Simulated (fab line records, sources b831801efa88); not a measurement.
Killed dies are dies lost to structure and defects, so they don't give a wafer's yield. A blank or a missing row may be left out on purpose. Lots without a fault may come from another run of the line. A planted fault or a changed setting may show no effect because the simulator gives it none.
Which tool did it? | flow gf180mcu | 6 lots, 18 wafers sampled, at 3 steps of a route of 602

WHAT THE GAUGES READ, wafer by wafer
GF_POLY_GATE_CD_MEAS_10: target cd 280 nm.
lot  | measured     | on        | cd_nm (nm)
L250 | day 10 11:26 | cd_sem-01 | 278.2 279.1 278.7
L257 | day 12 11:44 | cd_sem-02 | 281.5 281.5 281.6
L259 | day 13 03:53 | cd_sem-01 | 277.8 278.7 278.5
L261 | day 13 13:24 | cd_sem-01 | 258.9 259.4 280.3
L263 | day 14 06:10 | cd_sem-01 | 279.9 280.2 281.6
L268 | day 15 15:16 | cd_sem-01 | 279.8 280.0 281.0

WHICH TOOL RAN EACH LOT (tool, then ch and the chambers of the sampled wafers, then the start)
lot  | GF_DUAL_GATE_STRIP_13                | GF_POLY_GATE_EXPOSE_07
L250 | plasma_asher-03 ch 0,1, day 9 14:39  | krf_scanner-02 ch 0, day 10 02:50
L257 | plasma_asher-01 ch 0,1, day 11 13:57 | krf_scanner-02 ch 0, day 12 02:22
L259 | plasma_asher-01 ch 0,1, day 12 05:15 | krf_scanner-01 ch 0, day 12 18:13
L261 | plasma_asher-04 ch 0,1, day 12 14:35 | krf_scanner-01 ch 0, day 13 03:13
L263 | plasma_asher-04 ch 0,1, day 13 06:03 | krf_scanner-02 ch 0, day 13 20:08
L268 | plasma_asher-03 ch 0,1, day 14 14:15 | krf_scanner-02 ch 0, day 15 04:50
- GF_DUAL_GATE_STRIP_13: strips in O2/N2.
- GF_POLY_GATE_EXPOSE_07: exposes mask Poly2, target cd 280 nm.

THE ANSWER, worked out from the rows above alone
Rule: what is usual is taken from the lots themselves. Put in order of their means at a reading, lots are off if they are a third of the lots or fewer, leave a main group of 4 or more, and stand apart from it by a gap of 3 or more times the standard deviation of the main group's means; of several such gaps the widest counts. A main group whose means are all the same, to the digits that the tables above print for the reading, isn't used. A lot without any number at a reading at which 4 lots or more have one is off too. The other lots that the step has rows for count as sound.
Off: L261, at GF_POLY_GATE_CD_MEAS_10 (cd_nm). The main group: mean 279.9 nm, standard deviation 1.2.
A tool fits if, at a process step before that reading, it ran every lot that is off, and no sound lot after the first of them. The gauges at GF_POLY_GATE_CD_MEAS_10 are tried like those tools. One fits: krf_scanner-01 at GF_POLY_GATE_EXPOSE_07. Its last sound lot is L259 (day 12 18:13), its first lot that is off L261 (day 13 03:13): a fault that began between those two fits.

WHAT THE SIMULATOR HAD PUT IN
Process parameter drift: krf_scanner-01, from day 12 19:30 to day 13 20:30, at GF_POLY_GATE_EXPOSE_07. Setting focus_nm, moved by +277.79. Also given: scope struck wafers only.
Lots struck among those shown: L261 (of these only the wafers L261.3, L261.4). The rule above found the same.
